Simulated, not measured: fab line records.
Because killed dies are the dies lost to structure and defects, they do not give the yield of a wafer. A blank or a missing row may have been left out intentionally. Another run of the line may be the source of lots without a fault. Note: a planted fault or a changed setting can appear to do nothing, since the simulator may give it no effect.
2 desks, one fault | flow sky130 | what lay behind the numbers comes last; until then each desk has only its own

== DESK OF THE TOOL OWNER: pvd-sputter-02 ==
At SKY_METAL1_SPUTTER_04 (material TiN, target thk 70 nm, time 58.3 s) the tool's own readings: per lot run on this tool, the mean of the sampled wafers that have a number. If a lot's mean is further than 4 standard deviations from the usual mean, the lot is out of limits and carries the mark OUT (the distance appears in the brackets).
Columns: A = throttle-valve-pct at SKY_METAL1_SPUTTER_04, usual 30.6 %
lot  | first seen here | A
L818 | day 33 17:41    | 33.0
L819 | day 33 23:18    | 30.9
L821 | day 34 21:32    | 30.8
L822 | day 35 05:23    | 31.9
L824 | day 35 10:12    | 31.9
L827 | day 36 13:06    | 31.8
L829 | day 36 20:16    | 31.3
This desk's verdict: no lot among the 7 shows anything out of limits.

== FROM THE METROLOGY DESK ==
What the gauges read, lot by lot, whatever tool the lot ran on: means of the sampled wafers that have a number. If a lot's mean is further than 4 standard deviations from the usual mean, the lot is out of limits and carries the mark OUT (the distance appears in the brackets).
Columns: A = VIA4_BOW at SKY_VIA4_BOW_MEAS_03, usual 79 um
lot  | first seen here | A
L818 | day 43 17:14    | 85
L819 | day 43 20:46    | 69
L820 | day 44 10:59    | 80
L821 | day 44 17:41    | 85
L822 | day 44 22:32    | 71
L824 | day 45 03:47    | 77
L825 | day 45 15:22    | 78
L827 | day 45 23:45    | 81
L829 | day 46 07:19    | 72
L834 | day 47 14:14    | 83
L835 | day 47 20:13    | 90
L836 | day 48 04:00    | 77
L837 | day 48 06:37    | 78
This desk's verdict: no lot among the 13 shows anything out of limits.

== PUT TOGETHER ==
The desk of the tool owner found nothing out of limits.
Metrology desk: nothing out of limits seen.

== WHAT WAS PUT IN BY THE SIMULATOR ==
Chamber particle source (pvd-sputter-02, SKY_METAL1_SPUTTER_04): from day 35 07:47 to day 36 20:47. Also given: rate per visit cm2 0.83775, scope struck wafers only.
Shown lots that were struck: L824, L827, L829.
